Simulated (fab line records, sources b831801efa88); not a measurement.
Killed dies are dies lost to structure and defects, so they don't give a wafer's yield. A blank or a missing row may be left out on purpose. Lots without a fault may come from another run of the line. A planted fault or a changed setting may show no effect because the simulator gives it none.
Which tool did it? | flow gf180mcu | 13 lots, 39 wafers sampled, at 6 steps of a route of 602

WHAT THE GAUGES READ, wafer by wafer
GF_PSD_TW_MEAS_11.
lot  | measured     | on            | PSD_TW
L428 | day 14 04:43 | film_metro-03 | 3164 3161 3173
L430 | day 14 19:03 | film_metro-03 | 3174 3168 3161
L431 | day 15 07:16 | film_metro-01 | 3150 3145 3131
L432 | day 15 10:56 | film_metro-04 | 3204 3195 3213
L435 | day 16 13:24 | film_metro-01 | 3141 3158 3169
L438 | day 17 18:02 | film_metro-03 | 3181 3178 3164
L439 | day 18 04:36 | film_metro-01 | 3126 3119 3135
L440 | day 18 14:17 | film_metro-01 | 3138 3140 3104
L441 | day 18 22:39 | film_metro-04 | 3204 3173 3202
L442 | day 19 03:25 | film_metro-03 | 3143 3161 3149
L444 | day 20 01:11 | film_metro-03 | 3184 3172 3161
L446 | day 20 12:34 | film_metro-04 | 3183 3177 3191
L450 | day 21 20:57 | film_metro-03 | 3142 3192 3151

GF_SAB_CD_MEAS_09: target cd 420 nm.
lot  | measured     | on        | cd_nm (nm)
L428 | day 15 01:51 | cd_sem-01 | 423.4 421.9 423.5
L430 | day 15 17:05 | cd_sem-02 | 421.6 421.7 420.4
L431 | day 16 04:57 | cd_sem-02 | 418.2 419.3 420.3
L432 | day 16 08:54 | cd_sem-02 | 417.1 417.1 417.5
L435 | day 17 12:18 | cd_sem-02 | 421.4 418.8 421.2
L438 | day 18 18:02 | cd_sem-02 | 421.2 420.7 419.1
L439 | day 19 05:01 | cd_sem-01 | 415.2 417.3 418.2
L440 | day 19 14:50 | cd_sem-01 | 414.8 415.7 416.6
L441 | day 19 23:19 | cd_sem-01 | 423.8 420.9 424.8
L442 | day 20 04:47 | cd_sem-01 | 418.4 418.7 415.8
L444 | day 21 01:54 | cd_sem-01 | 417.3 420.0 418.4
L446 | day 21 16:37 | cd_sem-01 | 419.2 419.2 419.7
L450 | day 22 21:07 | cd_sem-01 | 417.6 419.4 418.2

GF_SALICIDE_RS_MEAS_04: measures by four-point-probe.
lot  | measured     | on            | SALICIDE_TIN_RS (ohm/sq)
L428 | day 15 02:25 | film_metro-03 | 16.20 16.53 16.12
L430 | day 15 17:46 | film_metro-02 | 16.37 16.64 16.35
L431 | day 16 05:30 | film_metro-04 | 16.70 16.77 16.67
L432 | day 16 09:27 | film_metro-04 | 16.41 15.79 16.07
L435 | day 17 12:51 | film_metro-03 | 16.75 16.89 16.78
L438 | day 18 18:44 | film_metro-02 | 16.17 16.11 16.14
L439 | day 19 05:34 | film_metro-04 | 16.14 16.33 16.53
L440 | day 19 15:23 | film_metro-04 | 16.83 16.88 17.11
L441 | day 19 23:52 | film_metro-03 | 14.45 14.32 14.30
L442 | day 20 05:20 | film_metro-04 | 14.22 14.05 14.27
L444 | day 21 02:27 | film_metro-02 | 14.30 14.39 14.35
L446 | day 21 17:10 | film_metro-03 | 16.49 16.76 16.74
L450 | day 22 21:39 | film_metro-04 | 16.50 16.20 16.61

GF_SALICIDE_THK_MEAS_05: measures by xrf.
lot  | measured     | on            | SALICIDE_TIN_THK (nm)
L428 | day 15 02:31 | film_metro-03 | 19.77 19.79 19.71
L430 | day 15 17:53 | film_metro-02 | 19.65 19.51 19.65
L431 | day 16 05:37 | film_metro-04 | 19.91 19.91 19.74
L432 | day 16 09:34 | film_metro-04 | 20.08 20.21 20.19
L435 | day 17 12:58 | film_metro-03 | 20.00 20.13 20.18
L438 | day 18 18:52 | film_metro-02 | 20.18 20.24 20.15
L439 | day 19 05:40 | film_metro-04 | 20.03 20.19 19.97
L440 | day 19 15:31 | film_metro-04 | 19.78 19.84 19.72
L441 | day 19 23:58 | film_metro-03 | 28.00 28.01 27.97
L442 | day 20 05:26 | film_metro-04 | 28.23 28.31 28.24
L444 | day 21 02:34 | film_metro-02 | 28.21 28.09 28.24
L446 | day 21 17:16 | film_metro-03 | 19.64 19.82 19.82
L450 | day 22 21:46 | film_metro-04 | 19.77 19.84 19.85

WHICH TOOL RAN EACH LOT (tool, then ch and the chambers of the sampled wafers, then the start)
lot  | GF_SALICIDE_SPUTTER_02       | GF_SALICIDE_SPUTTER_03
L428 | pvd_sputter-02, day 15 02:20 | pvd_sputter-02, day 15 02:22
L430 | pvd_sputter-01, day 15 17:43 | pvd_sputter-01, day 15 17:44
L431 | pvd_sputter-02, day 16 05:25 | pvd_sputter-02, day 16 05:27
L432 | pvd_sputter-02, day 16 09:24 | pvd_sputter-02, day 16 09:26
L435 | pvd_sputter-04, day 17 12:48 | pvd_sputter-04, day 17 12:50
L438 | pvd_sputter-02, day 18 18:41 | pvd_sputter-02, day 18 18:43
L439 | pvd_sputter-02, day 19 05:29 | pvd_sputter-02, day 19 05:31
L440 | pvd_sputter-01, day 19 15:20 | pvd_sputter-01, day 19 15:22
L441 | pvd_sputter-02, day 19 23:47 | pvd_sputter-02, day 19 23:49
L442 | pvd_sputter-02, day 20 05:15 | pvd_sputter-02, day 20 05:17
L444 | pvd_sputter-02, day 21 02:23 | pvd_sputter-02, day 21 02:25
L446 | pvd_sputter-01, day 21 17:04 | pvd_sputter-01, day 21 17:06
L450 | pvd_sputter-04, day 22 21:35 | pvd_sputter-04, day 22 21:37
- GF_SALICIDE_SPUTTER_02: material Co, target thk 10 nm, time 20 s.
- GF_SALICIDE_SPUTTER_03: material TiN, target thk 20 nm, time 16.7 s.

WHAT THE TOOLS THEMSELVES READ (means of the sampled wafers that have a number; where no wafer has one, the mark that the record gives instead)
GF_SALICIDE_SPUTTER_02.
lot  | tool           | chamber_pressure_pa (Pa) | throttle_valve_pct (%)
L428 | pvd_sputter-02 | 0.4005                   | 29.2
L430 | pvd_sputter-01 | 0.3993                   | 28.7
L431 | pvd_sputter-02 | 0.3996                   | 30.4
L432 | pvd_sputter-02 | 0.4001                   | 29.9
L435 | pvd_sputter-04 | 0.4002                   | 30.7
L438 | pvd_sputter-02 | 0.3994                   | 29.0
L439 | pvd_sputter-02 | 0.3992                   | 29.8
L440 | pvd_sputter-01 | 0.4009                   | 28.8
L441 | pvd_sputter-02 | 0.3998                   | 29.3
L442 | pvd_sputter-02 | 0.4009                   | 29.0
L444 | pvd_sputter-02 | 0.3996                   | 29.6
L446 | pvd_sputter-01 | 0.4005                   | 29.4
L450 | pvd_sputter-04 | 0.3994                   | 30.7

GF_SALICIDE_SPUTTER_03.
lot  | tool           | chamber_pressure_pa (Pa) | throttle_valve_pct (%)
L428 | pvd_sputter-02 | 0.4000                   | 29.1
L430 | pvd_sputter-01 | 0.4004                   | 28.9
L431 | pvd_sputter-02 | 0.4002                   | 30.3
L432 | pvd_sputter-02 | 0.3998                   | 29.9
L435 | pvd_sputter-04 | 0.4000                   | 30.6
L438 | pvd_sputter-02 | 0.4001                   | 28.9
L439 | pvd_sputter-02 | 0.3994                   | 30.0
L440 | pvd_sputter-01 | 0.4001                   | 28.7
L441 | pvd_sputter-02 | 0.3999                   | 29.3
L442 | pvd_sputter-02 | 0.3999                   | 29.2
L444 | pvd_sputter-02 | 0.4008                   | 29.5
L446 | pvd_sputter-01 | 0.4001                   | 29.4
L450 | pvd_sputter-04 | 0.4007                   | 31.0

THE ANSWER, worked out from the rows above alone
Rule: what is usual is taken from the lots themselves. Put in order of their means at a reading, lots are off if they are a third of the lots or fewer, leave a main group of 4 or more, and stand apart from it by a gap of 3 or more times the standard deviation of the main group's means; of several such gaps the widest counts. A main group whose means are all the same, to the digits that the tables above print for the reading, isn't used. A lot without any number at a reading at which 4 lots or more have one is off too. The other lots that the step has rows for count as sound. The gauges are gone through in route order, then the tools' own readings, and for those a lot's mean is taken as printed above. The first step at which some lot is off is used, and at that step the reading that is off furthest; a lot without a number counts as furthest.
Off: L441, L442, L444, at GF_SALICIDE_RS_MEAS_04 (SALICIDE_TIN_RS). The main group: mean 16.49 ohm/sq, standard deviation 0.27.
A tool fits if, at a process step before that reading, it ran every lot that is off, and no sound lot after the first of them. The gauges at GF_SALICIDE_RS_MEAS_04 are tried like those tools. One fits: pvd_sputter-02 at GF_SALICIDE_SPUTTER_02 and GF_SALICIDE_SPUTTER_03. At GF_SALICIDE_SPUTTER_02 its last sound lot is L439 (day 19 05:29), its first lot that is off L441 (day 19 23:47): a fault that began between those two fits.

WHAT THE SIMULATOR HAD PUT IN
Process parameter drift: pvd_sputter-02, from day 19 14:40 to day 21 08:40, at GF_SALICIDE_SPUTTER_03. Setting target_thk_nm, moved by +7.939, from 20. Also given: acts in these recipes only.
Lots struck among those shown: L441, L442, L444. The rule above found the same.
